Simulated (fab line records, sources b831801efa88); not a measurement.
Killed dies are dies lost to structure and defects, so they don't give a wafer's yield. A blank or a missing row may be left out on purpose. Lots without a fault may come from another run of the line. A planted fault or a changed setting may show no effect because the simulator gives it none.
Problem report in the 8D (eight disciplines) form, filled by code | flow gf180mcu | the parts of the form that need people (team, actions taken, sign-off) are left out

1. THE PROBLEM
run_length_s at GF_POLY_GATE_SOFTBAKE_06 reads a mean of 93.70 s on 3 wafers of 3 lots; wafers without a fault read 89.16 s with a standard deviation of 0.21. That is +22 standard deviations from the usual mean.
The step: time 60 s.
First seen on wafer L412.6, day 12 08:00, on litho_track-03. The record holds 42 wafers of 15 lots with a number at this step. Rule for "out", or "out of limits": more than 4 standard deviations from the usual mean. The other wafers with a number count as sound.

2. WHAT IT IS AND WHAT IT IS NOT
question                    | is                     | is not
which readings at this step | run_length_s           | plate_temp_C
which lots                  | L412, L414, L416       | L399, L400, L401, L402, L404, L405, L406, L407, L417, L419, L420, L422
which wafers of those lots  | L412.6, L414.1, L416.1 | L412.2, L414.2, L416.2
read on which tools         | litho_track-03         | litho_track-02, litho_track-04
when                        | from day 12 08:00      | up to then (25 sound wafers); but 14 sound wafers of L414, L416, L417, L419, L420, L422 came after

3. SUSPECTS, AND WHAT RULES EACH OUT
Counting: a tool at a process step up to the reading stays a suspect if it ran every lot that is out. Sound lots after the first of them don't rule it out here, since some wafers of a struck lot are sound.
- litho_track-03 at GF_POLY_GATE_SOFTBAKE_06 (time 60 s): kept. It ran every lot that is out, first L412 (day 12 07:00); its last sound lot up to then is L400 (day 9 00:00). Its own readings are out on those wafers: run_length_s.
Left after counting: litho_track-03 at GF_POLY_GATE_SOFTBAKE_06.

4. THE CAUSE (what the simulator had put in)
Process parameter drift: litho_track-03, from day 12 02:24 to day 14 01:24, at GF_POLY_GATE_SOFTBAKE_06. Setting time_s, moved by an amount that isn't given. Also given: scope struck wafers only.
Counting left only this tool.

5. THE CHAIN OF EFFECTS, in route order
Each row: a reading whose mean over the struck wafers that have a number lies more than 3 standard deviations from the usual. Only readings for which the record gives a usual standard deviation are gone through. hours: the time from each lot's start at the first step in this table that gives one to its start at this step, as a median over the lots. sigmas: the change in usual standard deviations.
hours | step                     | reading      | usual   | on struck wafers | change | sigmas
0     | GF_POLY_GATE_SOFTBAKE_06 | run_length_s | 89.16 s | 93.70            | +4.54  | +22
The process steps in it:
- GF_POLY_GATE_SOFTBAKE_06: time 60 s.
Later measuring or inspecting steps at which every struck wafer that the step has a row for has a number for every such reading, and none has moved that far: GF_HV_LDD_CD_MEAS_31, GF_HV_LDD_OVL_MEAS_32, GF_HV_LDD_TW_MEAS_38.

6. WHAT WOULD HAVE CAUGHT IT SOONER
In this record the first reading out of limits was taken at day 12 08:00, 6 hours after the fault began at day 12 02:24.
